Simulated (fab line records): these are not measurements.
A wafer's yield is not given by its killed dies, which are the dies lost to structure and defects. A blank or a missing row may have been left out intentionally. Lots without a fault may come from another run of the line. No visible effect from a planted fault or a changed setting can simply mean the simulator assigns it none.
Problem report, 8D (eight disciplines) form, completed by code ; flow sky130 ; the parts of the form that need people (team, actions taken, sign-off) are left out

## 1. THE ISSUE
Mean of killed at contacts at SKY_PAD_OPEN_PROBE_99: 86 across 2 wafers in 2 lots; on wafers with no fault it is 25 (standard deviation 5.4). That puts it +11 standard deviations away from the usual mean.
The first sign was on wafer L178.1 at day 49 14:26, on prober-01. The record has a number at this step for 3 wafers belonging to 3 lots. Rule for "out" (also "out of limits"): further than 4 standard deviations from the usual mean. All remaining wafers that have a number are taken as sound.

## 2. WHAT IT IS AND WHAT IT IS NOT
question;is;is not
which readings at this step;killed at contacts, killed dies;killed_at_M0_to_M3, killed_at_M4_up, killed at front end, killed at other, killed open, killed short
which lots;L178, L180;L182
which wafers of those lots;all that have a number;-
read on which tools;prober-01;-
when;from day 49 14:26;"up to then (0 sound wafers); but 1 sound wafer of L182 came after"

## 3. THE SUSPECTS, EACH WITH WHAT RULES IT OUT
Counting: a tool at a process step up to the reading stays a suspect if it ran every lot that is out and no sound lot after the first of them.
- rie diel-04 at SKY_LI_CONTACT_ETCH_15 (etches PSG in C4F8/O2/Ar, stops on Si, target depth 600 nm): kept. It ran every lot that is out, first L178 (day 34 04:04), and no sound lot after that.
- pvd sputter-02 at SKY_LOCAL_INTERCONNECT_SPUTTER_00 (material TiN, target thk 100 nm, time 83.3 s): kept. It ran every lot that is out, first L178 (day 34 05:11), and no sound lot after that.
- cmp-01 at SKY_CONTACT_CMP_04 (polishes SiO2): ruled out as a lasting fault. Following L178 (day 35 09:20), the first lot on it that is out, the sound lots L182 were run on it.
- prober-01 at SKY_PAD_OPEN_PROBE_99: ruled out as a lasting fault. Following L178 (day 49 14:26), the first lot on it that is out, the sound lots L182 were run on it.
The count leaves pvd sputter-02 at SKY_LOCAL_INTERCONNECT_SPUTTER_00 and rie diel-04 at SKY_LI_CONTACT_ETCH_15.

## 4. THE CAUSE (what the simulator had put in)
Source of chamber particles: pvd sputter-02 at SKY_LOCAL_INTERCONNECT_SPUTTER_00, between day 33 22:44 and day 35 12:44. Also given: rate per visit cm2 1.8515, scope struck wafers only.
2 suspects survive the count, and this tool is in that group.

## 5. THE CHAIN OF EFFECTS, in route order
Each row: a reading whose mean over the struck wafers that have a number lies more than 3 standard deviations from the usual. Only readings for which the record gives a usual standard deviation are gone through. hours: the time from each lot's start at the first step in this table that gives one to its start at this step, as a median over the lots. sigmas: the change in usual standard deviations.
hours;step;reading;usual;on struck wafers;change;sigmas
0;SKY_PAD_OPEN_PROBE_99;killed at contacts;25;86;+61;+11
0;SKY_PAD_OPEN_PROBE_99;killed dies;87;136;+49;+5.6
Here are the process steps it includes:
- SKY_PAD_OPEN_PROBE_99

## 6. HOW IT WOULD HAVE BEEN CAUGHT EARLIER
376 hours passed between the start of the fault at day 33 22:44 and the first reading out of limits in this record, taken at day 49 14:26.
An alarm limit of 4 standard deviations would not have fired on the tool readings at SKY_LOCAL_INTERCONNECT_SPUTTER_00 for which the record gives a usual standard deviation, since none of them was out on any struck wafer.
By day 49 14:26 the whole set of lots that are out, 2 in number, had already begun SKY_LOCAL_INTERCONNECT_SPUTTER_00 on pvd sputter-02. None of them would have been spared by holding the tool at that moment.
